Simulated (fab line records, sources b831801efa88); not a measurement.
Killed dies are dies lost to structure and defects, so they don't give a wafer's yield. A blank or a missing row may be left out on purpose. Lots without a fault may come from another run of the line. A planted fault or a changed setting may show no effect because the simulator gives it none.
Chamber matching | flow gf180mcu | GF_V3_ETCH_16 on rie_diel-01: 4 sister chambers
The step etches BARC in N2/H2. 8 wafers are shown with their chamber, then 11 later ones without.

WAFERS WITH THEIR CHAMBER
wafer  | chamber | throttle_valve_pct (%) | oes_product_au (a.u.)
L078.1 | 0       | 13.239                 | 0.857
L078.3 | 2       | 13.228                 | 0.845
L078.5 | 3       | 13.213                 | 0.849
L078.6 | 0       | 13.214                 | 0.845
L083.3 | 1       | 13.219                 | 0.854
L083.4 | 3       | 13.224                 | 0.867
L083.6 | 2       | 13.220                 | 0.855
L084.2 | 1       | 13.224                 | 0.847

WAFERS WITHOUT THEIR CHAMBER
wafer  | throttle_valve_pct (%) | oes_product_au (a.u.)
L084.4 | 13.220                 | 0.852
L084.5 | 13.220                 | 0.857
L094.1 | 13.224                 | 0.851
L094.2 | 13.223                 | 0.848
L094.3 | 13.219                 | 0.858
L094.4 | 13.214                 | 0.857
L094.5 | 13.230                 | 0.856
L094.6 | 13.222                 | 0.853
L097.2 | 13.237                 | 0.847
L097.3 | 13.219                 | 0.855
L097.6 | 13.213                 | 0.853

WHICH CHAMBER EACH WENT THROUGH
wafer  | from the rows above               | in truth
L084.4 | can't be placed: 1 or 2 or 0 or 3 | 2
L084.5 | can't be placed: 3 or 1 or 2 or 0 | 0
L094.1 | can't be placed: 2 or 0 or 1 or 3 | 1
L094.2 | can't be placed: 2 or 1 or 0 or 3 | 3
L094.3 | can't be placed: 3 or 1 or 2 or 0 | 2
L094.4 | can't be placed: 3 or 1 or 2 or 0 | 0
L094.5 | can't be placed: 0 or 2 or 1 or 3 | 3
L094.6 | can't be placed: 1 or 2 or 0 or 3 | 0
L097.2 | can't be placed: 0 or 2 or 1 or 3 | 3
L097.3 | can't be placed: 3 or 1 or 2 or 0 | 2
L097.6 | can't be placed: 3 or 1 or 2 or 0 | 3
Placed correctly: 0 of 11. Can't be placed from these rows: 11 (the true chamber is among the candidates in 11). Placed wrongly: 0.
How it was worked out, from the rows above alone: a wafer's distance from a chamber is the root of the sum, over the readings, of the square of ((its reading less the chamber's mean) divided by the reading's scatter). The wafer belongs to the nearest chamber; if the next one is less than 2 further off, it can't be placed. A chamber's mean is the mean of its shown wafers. The scatter: the root of (the sum of the squares of (reading less its chamber's mean) over the shown wafers, divided by (wafers less chambers)).
